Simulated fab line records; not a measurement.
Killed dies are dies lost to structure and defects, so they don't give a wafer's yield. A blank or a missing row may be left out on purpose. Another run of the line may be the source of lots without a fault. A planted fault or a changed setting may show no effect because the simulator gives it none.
Matching of chambers | flow sky130 | SKY_VIA2_CMP_24 on cmp-01 has 4 sister chambers
The step polishes, stops on SiO2, t overpolish 20 s, target thk 0 nm. 33 wafers are shown with their chamber, then 12 later ones without.

== WAFERS WITH THEIR CHAMBER ==
wafer  | chamber | motor current A (A) | time to endpoint s (s) | overpolish run s (s)
L076.1 | 0       | 11.6                | 101                    | 19.982
L076.4 | 1       | 10.1                | 97                     | 19.999
L076.5 | 1       | 9.5                 | 97                     | 19.993
L076.2 | 3       | 10.2                | 102                    | 19.988
L076.3 | 2       | 9.5                 | 102                    | 19.990
L076.6 | 2       | 9.9                 | 99                     | 20.006
L077.1 | 0       | 10.9                | 101                    | 20.002
L077.4 | 3       | 10.6                | 99                     | 20.003
L077.6 | 0       | 11.8                | 104                    | 20.017
L080.3 | 2       | 10.0                | 99                     | 19.997
L080.4 | 0       | 12.2                | 105                    | 20.006
L080.6 | 3       | 10.1                | 103                    | 19.991
L079.2 | 1       | 10.1                | 94                     | 20.006
L079.4 | 3       | 9.6                 | 101                    | 19.993
L079.6 | 0       | 11.0                | 97                     | 19.977
L086.2 | 0       | 11.7                | 104                    | 20.015
L086.4 | 1       | 9.5                 | 93                     | 20.000
L086.5 | 1       | 10.3                | 99                     | 20.009
L087.1 | 2       | 9.8                 | 102                    | 19.998
L087.2 | 0       | 11.8                | 104                    | 19.989
L087.5 | 0       | 11.1                | 102                    | 20.002
L087.3 | 3       | 10.5                | 104                    | 19.997
L087.4 | 1       | 10.2                | 96                     | 19.988
L087.6 | 1       | 10.0                | 99                     | 19.999
L089.2 | 3       | 10.3                | 103                    | 19.983
L089.3 | 2       | 9.5                 | 96                     | 20.013
L089.4 | 1       | 9.7                 | 94                     | 20.010
L091.3 | 1       | 9.6                 | 99                     | 19.997
L091.4 | 0       | 11.4                | 102                    | 19.991
L091.6 | 1       | 9.6                 | 96                     | 20.006
L091.1 | 2       | 9.4                 | 96                     | 19.985
L091.2 | 3       | 9.4                 | 104                    | 20.011
L091.5 | 0       | 11.2                | 103                    | 20.002

SIGNATURES (means of the wafers above)
reading            | chamber 0 | chamber 1 | chamber 2 | chamber 3 | scatter within a chamber
motor current A    | 11.470    | 9.860     | 9.683     | 10.100    | 0.369
time to endpoint s | 102.30    | 96.40     | 99.00     | 102.29    | 2.26
overpolish run s   | 19.99830  | 20.00070  | 19.99817  | 19.99514  | 0.0103
Rule: a wafer's distance from a chamber is the root of the sum, over the readings, of the square of ((its reading less the chamber's mean) divided by the reading's scatter). The wafer belongs to the nearest chamber; if the next one is less than 2 further off, it can't be placed. How the scatter is found: for the shown wafers, subtract from each reading the mean of its chamber, square and add these, divide the total by (wafers less chambers), then take the root.

== WAFERS WITHOUT THEIR CHAMBER ==
wafer  | motor current A (A) | time to endpoint s (s) | overpolish run s (s)
L092.1 | 9.9                 | 100                    | 19.994
L092.4 | 9.6                 | 97                     | 19.984
L092.6 | 10.3                | 100                    | 20.006
L095.4 | 10.4                | 101                    | 19.983
L095.5 | 11.6                | 99                     | 20.003
L095.6 | 9.9                 | 106                    | 19.991
L096.3 | 11.0                | 102                    | 20.007
L096.4 | 9.2                 | 103                    | 20.004
L096.6 | 11.7                | 102                    | 20.001
L097.2 | 10.3                | 99                     | 19.994
L097.3 | 9.5                 | 102                    | 20.014
L097.5 | 9.6                 | 96                     | 20.011

== WHICH CHAMBER EACH ONE RAN IN ==
wafer  | from the rows above               | in truth
L092.1 | can't be placed: 2 or 3 or 1      | 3
L092.4 | can't be placed: 2 or 1 or 3      | 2
L092.6 | can't be placed: 3 or 2 or 1 or 0 | 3
L095.4 | can't be placed: 3 or 2 or 1 or 0 | 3
L095.5 | 0                                 | 0
L095.6 | can't be placed: 3 or 2           | 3
L096.3 | can't be placed: 0 or 3           | 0
L096.4 | can't be placed: 2 or 3 or 1      | 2
L096.6 | 0                                 | 0
L097.2 | can't be placed: 3 or 2 or 1 or 0 | 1
L097.3 | can't be placed: 2 or 3 or 1      | 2
L097.5 | can't be placed: 1 or 2           | 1
Placed correctly: 2 of 12. Unplaceable from these rows: 10, with the true chamber sitting among the candidates in 10. Placed wrongly: 0.
